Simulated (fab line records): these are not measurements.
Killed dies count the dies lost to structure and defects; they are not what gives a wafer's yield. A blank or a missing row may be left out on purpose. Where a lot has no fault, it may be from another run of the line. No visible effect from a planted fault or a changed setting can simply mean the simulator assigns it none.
Matching of chambers | flow gf180mcu | rie diel-04 running GF_POLY_GATE_ETCH_12: 4 sister chambers
The step etches BARC in N2/H2. 7 wafers are shown with their chamber, then 7 later ones without.

== WAFERS, EACH WITH ITS CHAMBER ==
wafer  | chamber | oes product au (a.u.) | throttle valve pct (%)
L461.3 | 1       | 0.735                 | 13.224
L462.6 | 2       | 0.741                 | 13.228
L471.1 | 2       | 0.732                 | 13.212
L471.3 | 1       | 0.735                 | 13.207
L471.4 | 0       | 0.743                 | 13.210
L475.1 | 3       | 0.733                 | 13.216
L475.4 | 3       | 0.732                 | 13.216

== WAFERS MISSING THEIR CHAMBER ==
wafer  | oes product au (a.u.) | throttle valve pct (%)
L475.5 | 0.737                 | 13.224
L478.2 | 0.737                 | 13.209
L478.3 | 0.733                 | 13.217
L478.4 | 0.745                 | 13.220
L479.1 | 0.732                 | 13.232
L479.4 | 0.728                 | 13.213
L479.6 | 0.729                 | 13.214

== WHICH CHAMBER EACH WENT THROUGH ==
wafer  | from the rows above               | in truth
L475.5 | can't be placed: 2 or 1 or 3 or 0 | 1
L478.2 | can't be placed: 1 or 2 or 3 or 0 | 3
L478.3 | can't be placed: 3 or 1 or 2      | 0
L478.4 | can't be placed: 0 or 2 or 1      | 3
L479.1 | can't be placed: 3 or 2 or 1      | 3
L479.4 | can't be placed: 3 or 1 or 2      | 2
L479.6 | can't be placed: 3 or 1 or 2      | 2
Correctly placed: 0 of 7. Unplaceable from these rows: 7, with the true chamber sitting among the candidates in 5. Wrongly placed: 0.
How it was worked out, from the rows above alone: a wafer's distance from a chamber is the root of the sum, over the readings, of the square of ((its reading less the chamber's mean) divided by the reading's scatter). If the next closest chamber is less than 2 further off than the closest, the wafer can't be placed; otherwise it belongs to the closest. The mean given for a chamber averages the wafers shown for that chamber. The scatter is the square root of a quotient: the sum, over the shown wafers, of each reading's squared deviation from its chamber's mean, divided by wafers minus chambers.
